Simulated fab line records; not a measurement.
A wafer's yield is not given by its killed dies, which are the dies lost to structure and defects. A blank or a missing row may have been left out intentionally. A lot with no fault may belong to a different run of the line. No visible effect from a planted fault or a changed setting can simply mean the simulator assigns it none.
fab line records    flow sky130
[record] lots = 24  wafers = 72  last-day = 50
route steps=708 shown METAL3@565 METAL4@598 PASSIVATION@692 PAD_OPEN@707
lots with no fault: from the same line, run without faults
start-h: hours from the record's first day to the start of the lot's first wafer shown    wait-h: how many hours have passed since the lot's step before this one    " unchanged from the row above    L1.1+2: a single row standing in for several wafers    - no value present, or no start provided    * or withheld: withheld    < > ~ a bound
route shown NAME@n: names a module that has steps shown in the file, with the first one's number in the route    usual: mean/standard deviation of fault-free wafers    same: alike in all rows    chamber/n: place in a boat    sites: readings site by site    _std_site: the standard deviation of these    _edge_site: outer sites' mean less inner sites'    radius-mm: how far each site lies from the wafer's centre    mask NAME#n: copy n    behind: tool/chamber where the wafer was last shaped    hold: what put the lot on hold/how long, in hours/how the hold closed    device: the n, p or np transistor that did not switch    end of line: the tests these same wafers got at the end of their route    a step without rows: its recipe alone    killed: not the wafer's yield, but the dies lost to structure and defects at the first sort    map: per-die view of a wafer (x killed, . not killed, _ where there is no die)
set.NAME: setting as actually run; set.NAME@STEP: the setting as run at that earlier step    model.NAME: the simulator's own value behind a step, which no gauge read
the route's steps for a sample of lots (tables are steps, rows are wafers)
services: when a tool's chamber went out of use (start-h, in hours from the record's first day, below 0 if earlier), for how many hours, and the reason
[[steps]]
[step SKY_METAL3_DESCUM_15]
[recipe] chemistry = O2  source-power-w = 150  bias-power-w = 0  pressure-mtorr = 10  temp-c = 40  time-s = 8
[usual] chamber-pressure-mTorr = 9.999/0.0089  drypump-motor-current-A = 5.4/0.34  oes-product-au = 0.996/0.014
lot.wafer  tool          chamber  start-h  wait-h  chamber-pressure-mTorr  drypump-motor-current-A  oes-product-au  rf-hours-counter-h
L074.3     rie-metal-01  0        895.53   0.0     10.009                  5.6                      0.989           -
L074.4     "             1        "        "       9.986                   5.2                      0.995           -
L074.5     "             1        "        "       9.992                   5.2                      1.011           -
L075.4     rie-metal-01  0        912.73   0.0     10.020                  5.6                      0.997           -
L075.5     "             0        "        "       10.014                  5.6                      0.990           -
L075.6     "             1        "        "       9.980                   5.2                      1.012           -
L076.1     rie-metal-01  1        913.58   0.0     10.001                  5.2                      1.011           17
L076.3     "             0        "        "       10.007                  5.6                      0.993           -
L076.5     "             0        "        "       9.993                   5.6                      0.989           -
L077.3     rie-metal-01  0        928.70   0.0     10.005                  5.6                      0.995           -
L077.5     "             0        "        "       9.992                   5.6                      0.992           -
L077.6     "             0        "        "       9.998                   5.6                      0.997           -
L078.1     rie-metal-01  0        929.42   0.0     10.006                  5.6                      0.987           8
L078.4     "             0        "        "       10.001                  5.6                      0.978           -
L078.5     "             0        "        "       10.009                  5.5                      0.988           -
L079.1     rie-metal-01  0        944.67   0.0     9.998                   5.5                      1.000           8
L079.3     "             0        "        "       9.991                   5.5                      0.992           -
L079.5     "             0        "        "       10.002                  5.5                      0.992           -
L080.2     rie-metal-04  1        946.82   0.0     10.004                  5.2                      0.996           4
L080.3     "             1        "        "       9.997                   5.2                      0.990           -
L080.6     "             1        "        "       10.006                  5.2                      0.993           -
L081.1     rie-metal-01  1        952.92   0.0     9.991                   5.1                      1.011           1
L081.2     "             0        "        "       10.004                  5.6                      0.975           9
L081.4     "             1        "        "       9.999                   5.2                      1.000           -
L083.2     rie-metal-04  0        971.57   0.0     9.995                   5.6                      0.997           2
L083.4     "             0        "        "       9.997                   5.6                      1.007           -
L083.6     "             0        "        "       9.989                   5.6                      0.993           -
L082.1     rie-metal-02  0        973.73   0.0     9.988                   6.3                      0.990           4
L082.3     "             0        "        "       9.987                   6.3                      0.991           -
L082.6     "             1        "        "       10.000                  5.0                      0.981           -
L084.1     rie-metal-04  0        982.42   0.0     10.000                  5.6                      0.998           3
L084.5     "             1        "        "       9.987                   5.2                      0.997           -
L084.6     "             0        "        "       9.989                   5.6                      1.008           -
L085.1     rie-metal-01  1        983.07   0.0     9.990                   5.1                      1.014           2
L085.5     "             0        "        "       10.011                  5.5                      0.978           -
L085.6     "             1        "        "       9.996                   5.1                      1.016           -
L086.1     rie-metal-04  0        989.08   0.0     9.996                   5.6                      1.010           3
L086.2     "             1        "        "       9.979                   5.2                      1.004           6
L086.5     "             1        "        "       10.005                  5.2                      1.003           -
L087.2     rie-metal-02  1        994.17   0.0     10.014                  5.0                      0.976           8
L087.3     "             1        "        "       9.998                   5.0                      0.988           -
L087.5     "             1        "        "       9.990                   5.0                      0.978           -
L088.1     rie-metal-01  0        1001.77  0.0     9.999                   5.6                      0.996           11
L088.2     "             1        "        "       10.001                  5.1                      1.029           3
L088.4     "             0        "        "       9.997                   5.5                      0.987           -
L089.2     rie-metal-01  1        1010.67  0.0     10.005                  5.1                      1.028           3
L089.4     "             0        "        "       9.994                   5.6                      0.991           -
L089.5     "             0        "        "       9.992                   5.6                      0.995           -
L090.1     rie-metal-01  0        1017.18  0.0     9.996                   5.5                      0.987           12
L090.4     "             0        "        "       10.017                  5.5                      0.976           -
L090.6     "             0        "        "       10.018                  5.6                      0.984           -
L092.1     rie-metal-01  0        1021.12  0.0     10.005                  5.6                      0.987           12
L092.5     "             1        "        "       9.980                   5.2                      1.015           -
L092.6     "             0        "        "       10.002                  5.6                      0.983           -
L091.1     rie-metal-02  1        1024.07  0.0     10.006                  5.0                      0.992           9
L091.2     "             0        "        "       9.999                   6.3                      0.985           7
L091.3     "             0        "        "       9.997                   6.3                      0.977           -
L093.1     rie-metal-04  1        1033.17  0.0     9.999                   5.2                      0.994           9
L093.2     "             0        "        "       9.997                   5.6                      0.995           6
L093.5     "             1        "        "       9.986                   5.2                      0.993           -
L094.1     rie-metal-04  0        1037.67  0.0     10.002                  5.6                      0.998           6
L094.3     "             0        "        "       9.981                   5.6                      0.997           -
L094.4     "             1        "        "       9.986                   5.2                      0.977           -
L095.2     rie-metal-02  1        1043.02  0.0     10.002                  5.0                      0.986           10
L095.3     "             0        "        "       10.006                  6.3                      0.976           -
L095.5     "             0        "        "       10.009                  6.3                      0.985           -
L096.2     rie-metal-01  1        1052.57  0.0     10.006                  5.1                      1.011           6
L096.3     "             1        "        "       10.007                  5.1                      1.019           -
L096.5     "             0        "        "       9.992                   5.6                      0.984           -
L097.1     rie-metal-01  0        1059.49  0.0     9.998                   5.5                      0.991           15
L097.5     "             1        "        "       9.998                   5.2                      1.025           -
L097.6     "             0        "        "       9.994                   5.5                      0.989           -
[step SKY_METAL4_SPUTTER_00]
[recipe] material = Ti  target-thk-nm = 15  power-w = 3000  time-s = 10  chamber-pressure-pa = 0.4
[usual] throttle-valve-pct = 30.0/0.99
lot.wafer  tool            chamber  start-h  wait-h  throttle-valve-pct
L074.3     pvd-sputter-04  -        923.86   0.2     28.5
L074.4     "               -        "        "       31.1
L074.5     "               -        "        "       31.1
L075.4     pvd-sputter-01  -        940.51   0.2     30.2
L075.5     "               -        "        "       31.9
L075.6     "               -        "        "       30.0
L076.1     pvd-sputter-04  -        941.93   0.1     28.5
L076.3     "               -        "        "       29.1
L076.5     "               -        "        "       31.0
L077.3     pvd-sputter-01  -        956.86   0.1     32.0
L077.5     "               -        "        "       30.4
L077.6     "               -        "        "       28.5
L078.1     pvd-sputter-04  -        957.72   0.2     28.5
L078.4     "               -        "        "       30.9
L078.5     "               -        "        "       30.2
L079.1     pvd-sputter-01  -        971.90   0.2     31.6
L079.3     "               -        "        "       28.4
L079.5     "               -        "        "       29.5
L080.2     pvd-sputter-03  -        973.53   0.1     29.1
L080.3     "               -        "        "       30.7
L080.6     "               -        "        "       29.8
L081.1     pvd-sputter-04  -        979.81   0.2     28.1
L081.2     "               -        "        "       30.0
L081.4     "               -        "        "       29.2
L083.2     pvd-sputter-03  -        998.87   0.2     30.0
L083.4     "               -        "        "       30.6
L083.6     "               -        "        "       30.9
L082.1     pvd-sputter-01  -        1000.38  0.2     28.6
L082.3     "               -        "        "       29.4
L082.6     "               -        "        "       30.3
L084.1     pvd-sputter-03  -        1009.23  0.2     29.3
L084.5     "               -        "        "       29.9
L084.6     "               -        "        "       30.9
L085.1     pvd-sputter-04  -        1009.89  0.1     30.3
L085.5     "               -        "        "       30.1
L085.6     "               -        "        "       28.9
L086.1     pvd-sputter-04  -        1015.08  0.1     29.0
L086.2     "               -        "        "       29.8
L086.5     "               -        "        "       28.8
L087.2     pvd-sputter-03  -        1020.35  0.2     30.9
L087.3     "               -        "        "       29.5
L087.5     "               -        "        "       29.6
L088.1     pvd-sputter-01  -        1027.72  0.1     30.6
L088.2     "               -        "        "       29.3
L088.4     "               -        "        "       31.7
L089.2     pvd-sputter-03  -        1036.17  0.2     31.2
L089.4     "               -        "        "       31.0
L089.5     "               -        "        "       29.4
L090.1     pvd-sputter-04  -        1042.71  0.2     31.3
L090.4     "               -        "        "       30.3
L090.6     "               -        "        "       31.2
L092.1     pvd-sputter-01  -        1046.36  0.1     31.7
L092.5     "               -        "        "       30.5
L092.6     "               -        "        "       28.8
L091.1     pvd-sputter-03  -        1049.68  0.1     30.7
L091.2     "               -        "        "       29.1
L091.3     "               -        "        "       31.0
L093.1     pvd-sputter-03  -        1057.85  0.1     30.6
L093.2     "               -        "        "       29.2
L093.5     "               -        "        "       29.2
L094.1     pvd-sputter-04  -        1062.48  0.2     30.2
L094.3     "               -        "        "       29.1
L094.4     "               -        "        "       28.6
L095.2     pvd-sputter-03  -        1066.69  0.1     29.3
L095.3     "               -        "        "       30.7
L095.5     "               -        "        "       30.6
L096.2     pvd-sputter-03  -        1076.89  0.2     29.6
L096.3     "               -        "        "       30.6
L096.5     "               -        "        "       31.0
L097.1     pvd-sputter-03  -        1083.42  0.2     30.7
L097.5     "               -        "        "       31.0
L097.6     "               -        "        "       30.8
[step SKY_METAL4_SPUTTER_03]
[recipe] material = Ti  target-thk-nm = 5  power-w = 3000  time-s = 3.3  chamber-pressure-pa = 0.4
[usual] throttle-valve-pct = 30.0/0.94
lot.wafer  tool            chamber  start-h  wait-h  throttle-valve-pct
L074.3     pvd-sputter-04  -        923.95   0.0     28.3
L074.4     "               -        "        "       31.4
L074.5     "               -        "        "       31.1
L075.4     pvd-sputter-01  -        940.60   0.0     30.2
L075.5     "               -        "        "       32.1
L075.6     "               -        "        "       30.2
L076.1     pvd-sputter-04  -        942.02   0.0     28.4
L076.3     "               -        "        "       29.3
L076.5     "               -        "        "       31.2
L077.3     pvd-sputter-01  -        956.95   0.0     31.8
L077.5     "               -        "        "       30.1
L077.6     "               -        "        "       28.7
L078.1     pvd-sputter-04  -        957.82   0.0     28.7
L078.4     "               -        "        "       31.0
L078.5     "               -        "        "       30.1
L079.1     pvd-sputter-01  -        971.99   0.0     31.5
L079.3     "               -        "        "       28.7
L079.5     "               -        "        "       29.6
L080.2     pvd-sputter-03  -        973.62   0.0     29.2
L080.3     "               -        "        "       31.0
L080.6     "               -        "        "       29.8
L081.1     pvd-sputter-04  -        979.90   0.0     28.6
L081.2     "               -        "        "       30.0
L081.4     "               -        "        "       29.5
L083.2     pvd-sputter-03  -        998.96   0.0     29.8
L083.4     "               -        "        "       30.8
L083.6     "               -        "        "       30.6
L082.1     pvd-sputter-01  -        1000.47  0.0     28.7
L082.3     "               -        "        "       29.3
L082.6     "               -        "        "       30.4
L084.1     pvd-sputter-03  -        1009.31  0.0     29.1
L084.5     "               -        "        "       29.6
L084.6     "               -        "        "       30.6
L085.1     pvd-sputter-04  -        1009.97  0.0     30.3
L085.5     "               -        "        "       30.1
L085.6     "               -        "        "       29.2
L086.1     pvd-sputter-04  -        1015.17  0.0     29.2
L086.2     "               -        "        "       30.3
L086.5     "               -        "        "       29.4
L087.2     pvd-sputter-03  -        1020.44  0.0     31.0
L087.3     "               -        "        "       29.8
L087.5     "               -        "        "       29.8
L088.1     pvd-sputter-01  -        1027.81  0.0     30.4
L088.2     "               -        "        "       29.2
L088.4     "               -        "        "       31.7
L089.2     pvd-sputter-03  -        1036.26  0.0     30.9
L089.4     "               -        "        "       31.1
L089.5     "               -        "        "       29.2
L090.1     pvd-sputter-04  -        1042.79  0.0     31.0
L090.4     "               -        "        "       30.1
L090.6     "               -        "        "       31.3
L092.1     pvd-sputter-01  -        1046.44  0.0     31.8
L092.5     "               -        "        "       30.6
L092.6     "               -        "        "       28.6
L091.1     pvd-sputter-03  -        1049.77  0.0     31.0
L091.2     "               -        "        "       29.4
L091.3     "               -        "        "       30.7
L093.1     pvd-sputter-03  -        1057.93  0.0     30.7
L093.2     "               -        "        "       29.2
L093.5     "               -        "        "       29.3
L094.1     pvd-sputter-04  -        1062.56  0.0     30.1
L094.3     "               -        "        "       29.3
L094.4     "               -        "        "       28.8
L095.2     pvd-sputter-03  -        1066.77  0.0     29.2
L095.3     "               -        "        "       30.6
L095.5     "               -        "        "       31.0
L096.2     pvd-sputter-03  -        1076.98  0.0     29.3
L096.3     "               -        "        "       30.7
L096.5     "               -        "        "       30.9
L097.1     pvd-sputter-03  -        1083.51  0.0     30.9
L097.5     "               -        "        "       30.8
L097.6     "               -        "        "       30.8
[step SKY_PASSIVATION_ETCH_11]
[recipe] chemistry = CF4/O2  target-depth-nm = 725  stop-on = AlCu  source-w = 800  bias-w = 150  pressure-mtorr = 150  cf4-flow-sccm = 80  O2_flow_sccm = 10  time-s = 161.1
[usual] chamber-pressure-mTorr = 149.99/0.13  drypump-motor-current-A = 5.6/0.33  oes-product-au = 0.977/0.0079  throttle-valve-pct = 5.964/0.0092
lot.wafer  tool         chamber  start-h  wait-h  chamber-pressure-mTorr  drypump-motor-current-A  oes-product-au  rf-hours-counter-h  throttle-valve-pct
L074.3     rie-diel-04  3        1047.73  -       150.09                  6.2                      0.976           15                  5.957
L074.4     "            2        "        "       149.85                  5.6                      0.981           15                  5.972
L074.5     "            1        "        "       149.82                  5.6                      0.982           -                   5.958
L075.4     rie-diel-04  2        1059.62  -       149.93                  5.6                      0.977           16                  5.969
L075.5     "            2        "        "       149.89                  5.6                      0.970           -                   5.954
L075.6     "            1        "        "       149.94                  5.6                      0.981           -                   5.988
L076.1     rie-diel-03  0        1061.28  -       149.95                  6.0                      0.956           15                  5.967
L076.3     "            1        "        "       149.94                  5.0                      0.973           12                  5.963
L076.5     "            1        "        "       150.01                  5.0                      0.981           -                   5.955
L077.3     rie-diel-03  0        1075.67  -       150.08                  6.0                      0.978           15                  5.948
L077.5     "            3        "        "       150.19                  5.5                      0.979           -                   5.958
L077.6     "            0        "        "       149.89                  6.0                      0.972           -                   5.961
L078.1     rie-diel-01  2        1076.03  -       149.99                  5.4                      0.976           22                  5.971
L078.4     "            1        "        "       150.27                  5.6                      0.992           20                  5.964
L078.5     "            3        "        "       149.96                  5.6                      0.980           -                   5.967
L079.1     rie-diel-01  1        1088.16  -       150.06                  5.7                      0.962           21                  5.989
L079.3     "            3        "        "       150.16                  5.6                      0.982           10                  5.971
L079.5     "            1        "        "       150.19                  5.7                      0.983           -                   5.958
L080.2     rie-diel-03  2        1088.98  -       150.04                  5.4                      0.980           16                  5.981
L080.3     "            0        "        "       149.83                  6.0                      0.965           16                  5.954
L080.6     "            2        "        "       150.08                  5.4                      0.977           -                   5.955
L081.1     rie-diel-01  0        1094.73  -       149.94                  5.5                      0.970           11                  5.974
L081.2     "            3        "        "       149.92                  5.6                      0.971           11                  5.956
L081.4     "            1        "        "       149.96                  5.7                      0.975           21                  5.963
L083.2     rie-diel-03  3        1111.71  -       150.07                  5.5                      0.976           13                  5.966
L083.4     "            1        "        "       150.21                  5.0                      0.981           14                  5.973
L083.6     "            1        "        "       149.64                  5.0                      0.974           -                   5.961
L082.1     rie-diel-04  0        1112.67  -       150.04                  6.4                      0.979           26                  5.958
L082.3     "            1        "        "       149.91                  5.6                      0.979           19                  5.968
L082.6     "            3        "        "       149.91                  6.2                      0.992           -                   5.971
L084.1     rie-diel-01  0        1120.37  -       149.94                  5.5                      0.976           12                  5.969
L084.5     "            0        "        "       149.79                  5.5                      0.986           -                   5.946
L084.6     "            1        "        "       150.01                  5.7                      0.982           -                   5.968
L085.1     rie-diel-04  3        1120.72  -       149.89                  6.2                      0.972           17                  5.967
L085.5     "            1        "        "       150.00                  5.6                      0.987           -                   5.961
L085.6     "            0        "        "       149.97                  6.4                      0.997           -                   5.957
L086.1     rie-diel-01  2        1123.67  -       149.89                  5.4                      0.982           23                  5.968
L086.2     "            1        "        "       149.94                  5.7                      0.980           22                  5.964
L086.5     "            2        "        "       150.01                  5.4                      1.000           -                   5.992
L087.2     rie-diel-04  1        1128.96  -       150.01                  5.6                      0.968           20                  5.957
L087.3     "            3        "        "       150.00                  6.2                      0.961           18                  5.973
L087.5     "            1        "        "       149.85                  5.6                      0.981           -                   5.960
L088.1     rie-diel-03  1        1136.92  -       150.21                  5.0                      0.979           15                  5.968
L088.2     "            0        "        "       150.09                  6.0                      0.975           18                  5.968
L088.4     "            3        "        "       150.04                  5.5                      0.987           14                  5.964
L089.2     rie-diel-03  0        1142.92  -       150.08                  6.0                      0.972           18                  5.959
L089.4     "            1        "        "       150.05                  5.0                      0.989           15                  5.956
L089.5     "            0        "        "       149.79                  6.0                      0.978           -                   5.980
L090.1     rie-diel-01  3        1148.38  -       150.00                  5.6                      0.971           13                  5.949
L090.4     "            0        "        "       150.15                  5.5                      0.975           13                  5.956
L090.6     "            3        "        "       150.10                  5.6                      0.994           -                   5.968
L092.1     rie-diel-01  2        1151.21  -       149.78                  5.4                      0.981           24                  5.982
L092.5     "            2        "        "       150.05                  5.4                      0.972           -                   5.975
L092.6     "            1        "        "       150.09                  5.7                      0.997           -                   5.970
L091.1     rie-diel-01  2        1155.22  -       150.06                  5.4                      0.983           24                  5.972
L091.2     "            3        "        "       149.91                  5.6                      0.976           13                  5.966
L091.3     "            0        "        "       149.92                  5.6                      0.972           13                  5.958
L093.1     rie-diel-04  0        1161.46  -       149.98                  6.4                      0.963           1                   5.962
L093.2     "            3        "        "       150.11                  6.2                      0.973           19                  5.966
L093.5     "            1        "        "       149.93                  5.6                      0.980           -                   5.970
L094.1     rie-diel-01  2        1165.83  -       149.95                  5.4                      0.971           25                  5.955
L094.3     "            1        "        "       149.97                  5.6                      0.982           24                  5.962
L094.4     "            3        "        "       149.89                  5.6                      0.986           13                  5.958
L095.2     rie-diel-04  1        1167.88  -       150.03                  5.6                      0.962           21                  5.950
L095.3     "            0        "        "       150.06                  6.4                      0.972           1                   5.975
L095.5     "            0        "        "       149.92                  6.3                      0.977           -                   5.947
L096.2     rie-diel-04  1        1177.76  -       149.98                  5.6                      0.971           22                  5.963
L096.3     "            0        "        "       149.87                  6.4                      0.975           1                   5.950
L096.5     "            1        "        "       149.92                  5.6                      0.969           -                   5.968
L097.1     rie-diel-01  2        1181.61  -       149.95                  5.4                      0.977           26                  5.983
L097.5     "            2        "        "       149.82                  5.4                      0.986           -                   5.977
L097.6     "            3        "        "       149.93                  5.6                      0.978           -                   5.967
[step SKY_PASSIVATION_STRIP_12]
[recipe] chemistry = O2/N2  power-w = 1400  pressure-mtorr = 1500  platen-temp-c = withheld  overash-fraction = 0.7  o2-flow-sccm = 3000  n2-flow-sccm = 300
[usual] chamber-pressure-mTorr = 1499.9/1.3  drypump-motor-current-A = 6.1/0.59  n2-flow-sccm = 300.1/0.86  oes-product-au = 0.661/0.0045  strip-time-to-endpoint-s = 31.52/0.17
lot.wafer  tool             chamber  start-h  wait-h  chamber-pressure-mTorr  drypump-motor-current-A  n2-flow-sccm  oes-product-au  rf-hours-counter-h  strip-time-to-endpoint-s
L074.3     plasma-asher-02  0        1047.87  0.1     1498.3                  5.5                      298.8         0.657           -                   31.61
L074.4     "                1        "        "       1498.8                  6.7                      299.6         0.653           -                   31.84
L074.5     "                1        "        "       1499.4                  6.7                      298.0         0.655           -                   31.77
L075.4     plasma-asher-04  1        1059.76  0.1     1498.3                  6.1                      300.1         0.659           -                   31.80
L075.5     "                1        "        "       1499.2                  6.0                      301.8         0.666           -                   31.81
L075.6     "                0        "        "       1499.3                  6.7                      299.7         0.670           -                   31.74
L076.1     plasma-asher-04  1        1061.39  0.1     1502.3                  6.1                      300.7         0.655           94                  31.70
L076.3     "                0        "        "       1500.0                  6.7                      299.2         0.659           -                   31.38
L076.5     "                0        "        "       1500.0                  6.7                      300.2         0.664           -                   31.45
L077.3     plasma-asher-04  1        1075.81  0.1     1501.5                  6.1                      300.5         0.652           -                   31.84
L077.5     "                0        "        "       1500.1                  6.6                      298.2         0.660           -                   31.36
L077.6     "                1        "        "       1501.5                  6.1                      299.9         0.665           -                   31.64
L078.1     plasma-asher-01  1        1076.14  0.1     1499.1                  5.0                      299.9         0.660           1                   31.12
L078.4     "                1        "        "       1499.0                  5.0                      299.3         0.660           -                   31.31
L078.5     "                1        "        "       1501.9                  5.0                      299.2         0.664           -                   31.32
L079.1     plasma-asher-02  0        1088.26  0.1     1498.7                  5.5                      301.3         0.654           35                  31.35
L079.3     "                0        "        "       1502.1                  5.5                      301.4         0.661           -                   31.28
L079.5     "                0        "        "       1501.7                  5.5                      300.4         0.659           -                   31.39
L080.2     plasma-asher-04  0        1089.09  0.1     1496.1                  6.7                      299.6         0.661           96                  31.68
L080.3     "                0        "        "       1499.2                  6.7                      300.1         0.661           -                   31.83
L080.6     "                0        "        "       1501.4                  6.6                      299.8         0.666           -                   31.67
L081.1     plasma-asher-02  1        1094.84  0.1     1500.4                  6.7                      300.4         0.660           36                  31.81
L081.2     "                0        "        "       1501.0                  5.5                      300.1         0.651           36                  31.50
L081.4     "                0        "        "       1502.1                  5.5                      299.8         0.657           -                   31.52
L083.2     plasma-asher-02  0        1111.81  0.1     1501.3                  5.5                      300.7         0.666           37                  31.37
L083.4     "                1        "        "       1501.6                  6.7                      300.1         0.661           -                   31.34
L083.6     "                0        "        "       1503.5                  5.5                      299.8         0.665           -                   31.37
L082.1     plasma-asher-04  1        1112.77  0.1     1501.0                  6.1                      300.3         0.668           99                  31.35
L082.3     "                0        "        "       1497.8                  6.7                      300.6         0.667           -                   31.24
L082.6     "                0        "        "       1498.1                  6.7                      299.7         0.668           -                   31.33
L084.1     plasma-asher-01  1        1120.47  0.1     1501.0                  5.0                      301.0         0.665           5                   31.66
L084.5     "                0        "        "       1500.4                  5.4                      302.0         0.652           -                   31.52
L084.6     "                1        "        "       1501.4                  5.0                      298.4         0.651           -                   31.52
L085.1     plasma-asher-04  0        1120.82  0.1     1500.2                  6.7                      299.9         0.661           100                 31.56
L085.5     "                0        "        "       1499.6                  6.7                      300.0         0.657           -                   31.43
L085.6     "                1        "        "       1498.4                  6.1                      299.1         0.656           -                   31.46
L086.1     plasma-asher-04  1        1123.77  0.1     1499.9                  6.1                      301.2         0.656           100                 31.35
L086.2     "                0        "        "       1501.4                  6.7                      300.1         0.668           100                 31.48
L086.5     "                0        "        "       1500.6                  6.7                      300.6         0.666           -                   31.30
L087.2     plasma-asher-04  0        1129.06  0.1     1498.9                  6.7                      299.7         0.668           100                 31.40
L087.3     "                1        "        "       1502.3                  6.1                      300.8         0.659           -                   31.47
L087.5     "                1        "        "       1500.0                  6.1                      300.1         0.654           -                   31.47
L088.1     plasma-asher-01  1        1137.02  0.1     1499.3                  5.0                      300.2         0.659           7                   31.16
L088.2     "                0        "        "       1500.5                  5.4                      300.5         0.667           7                   31.42
L088.4     "                1        "        "       1499.5                  5.0                      300.8         0.664           -                   31.18
L089.2     plasma-asher-02  1        1143.02  0.1     1502.0                  6.7                      299.8         0.658           40                  31.72
L089.4     "                1        "        "       1497.9                  6.7                      299.6         0.660           -                   31.40
L089.5     "                0        "        "       1499.5                  5.5                      300.1         0.657           -                   31.75
L090.1     plasma-asher-02  0        1148.49  0.1     1500.8                  5.5                      298.4         0.660           41                  31.38
L090.4     "                0        "        "       1501.6                  5.5                      299.0         0.662           -                   31.56
L090.6     "                1        "        "       1499.5                  6.7                      299.8         0.667           -                   31.45
L092.1     plasma-asher-02  0        1151.31  0.1     1500.8                  5.5                      299.7         0.658           41                  31.33
L092.5     "                1        "        "       1499.5                  6.7                      299.9         0.664           -                   31.07
L092.6     "                0        "        "       1501.0                  5.5                      300.1         0.656           -                   31.35
L091.1     plasma-asher-02  0        1155.32  0.1     1499.7                  5.5                      299.0         0.664           41                  31.32
L091.2     "                1        "        "       1497.5                  6.7                      301.2         0.666           41                  31.51
L091.3     "                1        "        "       1499.4                  6.7                      300.8         0.670           -                   31.62
L093.1     plasma-asher-02  1        1161.56  0.1     1498.0                  6.7                      300.5         0.662           42                  31.69
L093.2     "                0        "        "       1498.9                  5.5                      299.7         0.663           42                  31.49
L093.5     "                1        "        "       1501.2                  6.7                      301.8         0.665           -                   31.48
L094.1     plasma-asher-02  1        1165.94  0.1     1497.6                  6.6                      299.2         0.657           43                  31.44
L094.3     "                1        "        "       1499.9                  6.6                      300.3         0.658           -                   31.44
L094.4     "                0        "        "       1500.7                  5.5                      300.4         0.668           -                   31.48
L095.2     plasma-asher-04  1        1167.99  0.1     1499.0                  6.0                      300.9         0.664           104                 31.58
L095.3     "                0        "        "       1501.8                  6.7                      299.3         0.659           -                   31.66
L095.5     "                1        "        "       1497.6                  6.1                      300.0         0.660           -                   31.60
L096.2     plasma-asher-02  1        1177.86  0.1     1498.9                  6.7                      301.2         0.663           44                  31.62
L096.3     "                0        "        "       1500.6                  5.5                      301.6         0.656           -                   31.85
L096.5     "                0        "        "       1501.0                  5.5                      301.3         0.661           -                   31.84
L097.1     plasma-asher-04  1        1181.71  0.1     1499.6                  6.1                      299.2         0.663           105                 31.40
L097.5     "                1        "        "       1500.3                  6.1                      299.7         0.657           -                   31.47
L097.6     "                0        "        "       1499.4                  6.7                      299.8         0.662           -                   31.48
[step SKY_PAD_OPEN_BOW_MEAS_13]
[recipe] mode = bow
[usual] PAD_OPEN_BOW = 49/8.7
lot.wafer  tool           chamber  start-h  wait-h  PAD_OPEN_BOW[um]
L074.3     film-metro-01  -        1071.50  -       63
L074.4     "              -        "        "       65
L074.5     "              -        "        "       59
L075.4     film-metro-01  -        1082.42  -       44
L075.5     "              -        "        "       50
L075.6     "              -        "        "       47
L076.1     film-metro-04  -        1084.67  -       45
L076.3     "              -        "        "       43
L076.5     "              -        "        "       33
L077.3     film-metro-02  -        1098.76  -       51
L077.5     "              -        "        "       61
L077.6     "              -        "        "       61
L078.1     film-metro-01  -        1099.47  -       45
L078.4     "              -        "        "       40
L078.5     "              -        "        "       51
L079.1     film-metro-02  -        1110.32  -       50
L079.3     "              -        "        "       59
L079.5     "              -        "        "       68
L080.2     film-metro-01  -        1111.32  -       44
L080.3     "              -        "        "       56
L080.6     "              -        "        "       44
L081.1     film-metro-01  -        1117.15  -       32
L081.2     "              -        "        "       46
L081.4     "              -        "        "       52
L083.2     film-metro-04  -        1133.72  -       58
L083.4     "              -        "        "       62
L083.6     "              -        "        "       67
L082.1     film-metro-01  -        1134.89  -       47
L082.3     "              -        "        "       52
L082.6     "              -        "        "       63
L084.1     film-metro-04  -        1142.49  -       53
L084.5     "              -        "        "       45
L084.6     "              -        "        "       53
L085.1     film-metro-04  -        1142.70  -       40
L085.5     "              -        "        "       58
L085.6     "              -        "        "       46
L086.1     film-metro-02  -        1144.77  -       60
L086.2     "              -        "        "       50
L086.5     "              -        "        "       48
L087.2     film-metro-04  -        1149.71  -       52
L087.3     "              -        "        "       56
L087.5     "              -        "        "       48
L088.1     film-metro-01  -        1157.76  -       55
L088.2     "              -        "        "       46
L088.4     "              -        "        "       53
L089.2     film-metro-04  -        1163.15  -       43
L089.4     "              -        "        "       52
L089.5     "              -        "        "       47
L090.1     film-metro-02  -        1168.40  -       62
L090.4     "              -        "        "       53
L090.6     "              -        "        "       49
L092.1     film-metro-02  -        1170.55  -       48
L092.5     "              -        "        "       51
L092.6     "              -        "        "       58
L091.1     film-metro-01  -        1173.71  -       57
L091.2     "              -        "        "       40
L091.3     "              -        "        "       39
L093.1     film-metro-01  -        1180.07  -       36
L093.2     "              -        "        "       37
L093.5     "              -        "        "       39
L094.1     film-metro-02  -        1184.17  -       64
L094.3     "              -        "        "       60
L094.4     "              -        "        "       47
L095.2     film-metro-02  -        1186.22  -       52
L095.3     "              -        "        "       51
L095.5     "              -        "        "       53
L096.2     film-metro-01  -        1195.45  -       63
L096.3     "              -        "        "       57
L096.5     "              -        "        "       52
L097.1     film-metro-04  -        1199.40  -       39
L097.5     "              -        "        "       50
L097.6     "              -        "        "       36
[[services]]
tool            chamber  start-h  hours  kind
rie-metal-01    0        872.09   14.4   repair
rie-diel-03     -        879.02   2.0    repair
pvd-sputter-04  -        884.87   19.5   repair
rie-diel-01     3        891.73   8.0    repair
rie-metal-01    -        896.59   2.8    pm
rie-diel-03     -        899.59   15.0   repair
pvd-sputter-01  -        905.09   2.3    repair
pvd-sputter-03  -        917.65   5.4    repair
rie-diel-04     3        925.11   9.0    repair
rie-diel-01     -        925.35   2.8    pm
pvd-sputter-04  -        950.41   0.5    repair
pvd-sputter-03  -        958.88   1.4    repair
rie-diel-04     0        959.41   66.6   repair
pvd-sputter-04  -        968.39   8.1    repair
pvd-sputter-04  -        1015.78  14.1   repair
rie-diel-03     3        1031.99  12.2   repair
rie-diel-04     -        1042.48  4.7    repair
rie-diel-03     0        1042.60  2.7    repair
pvd-sputter-04  -        1055.14  7.1    repair
rie-diel-04     1        1089.59  3.3    repair
rie-diel-04     -        1091.22  4.0    pm
rie-metal-04    1        1115.80  2.5    repair
pvd-sputter-03  -        1120.16  9.0    repair
pvd-sputter-01  -        1134.04  1.6    repair
[[key]]
fault none
